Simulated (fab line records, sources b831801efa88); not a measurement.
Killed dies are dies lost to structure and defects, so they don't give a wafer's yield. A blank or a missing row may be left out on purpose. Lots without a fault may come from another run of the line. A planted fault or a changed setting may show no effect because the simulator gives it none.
Which tool did it? | flow sky130 | 12 lots, 36 wafers sampled, at 1 step of a route of 708

WHAT THE GAUGES READ, wafer by wafer
SKY_RES_XHIGH_TW_MEAS_09.
lot  | measured     | on            | RES_XHIGH_TW
L075 | day 26 23:47 | film_metro-03 | 1639 1630 1636
L077 | day 27 17:24 | film_metro-03 | 1631 1629 1620
L079 | day 28 13:16 | film_metro-03 | 1624 1635 1634
L081 | day 29 00:43 | film_metro-02 | 1645 1646 1645
L083 | day 29 18:22 | film_metro-03 | 1631 1632 1629
L085 | day 30 13:32 | film_metro-03 | 1621 1625 1619
L087 | day 31 05:29 | film_metro-02 | 1648 1641 1653
L089 | day 32 00:32 | film_metro-02 | 1635 1632 1637
L091 | day 32 11:40 | film_metro-03 | 1620 1624 1614
L093 | day 32 22:22 | film_metro-04 | 1635 1620 1621
L095 | day 33 13:14 | film_metro-02 | 1636 1640 1636
L097 | day 34 06:53 | film_metro-02 | 1634 1644 1633

WHICH TOOL RAN EACH LOT (tool, then ch and the chambers of the sampled wafers, then the start)
The record holds no process step before these readings.

THE ANSWER, worked out from the rows above alone
Rule: what is usual is taken from the lots themselves. Put in order of their means at a reading, lots are off if they are a third of the lots or fewer, leave a main group of 4 or more, and stand apart from it by a gap of 3 or more times the standard deviation of the main group's means; of several such gaps the widest counts. A main group whose means are all the same, to the digits that the tables above print for the reading, isn't used. A lot without any number at a reading at which 4 lots or more have one is off too. The other lots that the step has rows for count as sound.
No lot is off at any reading shown: from this, nothing can be told.

WHAT THE SIMULATOR HAD PUT IN
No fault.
